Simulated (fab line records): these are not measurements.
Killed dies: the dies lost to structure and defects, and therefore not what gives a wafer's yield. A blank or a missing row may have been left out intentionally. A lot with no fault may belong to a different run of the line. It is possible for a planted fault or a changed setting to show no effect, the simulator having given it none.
Matching of chambers    flow sky130    cmp-02 running SKY_VIA3_CMP_02: 4 sister chambers
The step polishes SiO2. 42 wafers are shown with their chamber, then 12 later ones without.

== WAFERS PAIRED WITH THEIR CHAMBERS ==
wafer   chamber  motor-current-A (A)
L074.1  1        11.5
L074.3  0        10.3
L074.5  2        13.2
L077.1  3        15.1
L077.4  0        10.9
L077.6  3        14.6
L078.1  1        11.5
L078.4  3        14.8
L078.6  0        10.9
L079.2  2        14.1
L079.4  0        10.8
L079.5  0        10.6
L080.2  3        15.2
L080.3  2        13.6
L080.5  0        10.6
L081.1  1        11.3
L081.3  2        13.0
L081.6  0        11.3
L083.2  3        15.0
L083.3  0        10.5
L083.5  2        14.3
L082.1  2        12.9
L082.2  3        14.5
L082.5  0        11.3
L084.1  3        15.2
L084.2  1        11.4
L084.5  2        13.8
L086.2  3        14.3
L086.3  0        10.7
L086.5  1        11.8
L087.1  0        11.4
L087.2  1        11.4
L087.3  3        14.6
L088.1  0        11.0
L088.2  2        14.0
L088.6  0        10.7
L089.1  0        10.6
L089.2  1        11.5
L089.4  2        13.6
L091.3  3        14.8
L091.4  1        11.8
L091.6  2        13.7

SIGNATURES (averages over the wafers above)
reading          chamber 0  chamber 1  chamber 2  chamber 3  scatter within a chamber
motor-current-A  10.829     11.525     13.620     14.810     0.342
Rule: distance of a wafer from a chamber = root of the sum over the readings of ((wafer's reading minus chamber's mean) / reading's scatter) squared. If the next closest chamber is less than 2 further off than the closest, the wafer can't be placed; otherwise it belongs to the closest. The scatter is the square root of a quotient: the sum, over the shown wafers, of each reading's squared deviation from its chamber's mean, divided by wafers minus chambers.

== WAFERS MISSING THEIR CHAMBER ==
wafer   motor-current-A (A)
L094.2  10.8
L094.3  11.4
L094.4  13.3
L095.1  10.8
L095.3  12.2
L095.5  13.8
L096.1  11.7
L096.3  15.1
L096.4  13.6
L097.2  11.3
L097.4  15.1
L097.5  11.5

== WHICH CHAMBER EACH ONE RAN IN ==
wafer   from the rows above      in truth
L094.2  0                        0
L094.3  can't be placed: 1 or 0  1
L094.4  2                        2
L095.1  0                        0
L095.3  1                        1
L095.5  2                        2
L096.1  1                        1
L096.3  3                        3
L096.4  2                        2
L097.2  can't be placed: 1 or 0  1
L097.4  3                        3
L097.5  can't be placed: 1 or 0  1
Placed correctly: 9 of 12. Not placeable from these rows: 3 (in 3, the candidates include the true chamber). Number placed wrongly: 0.
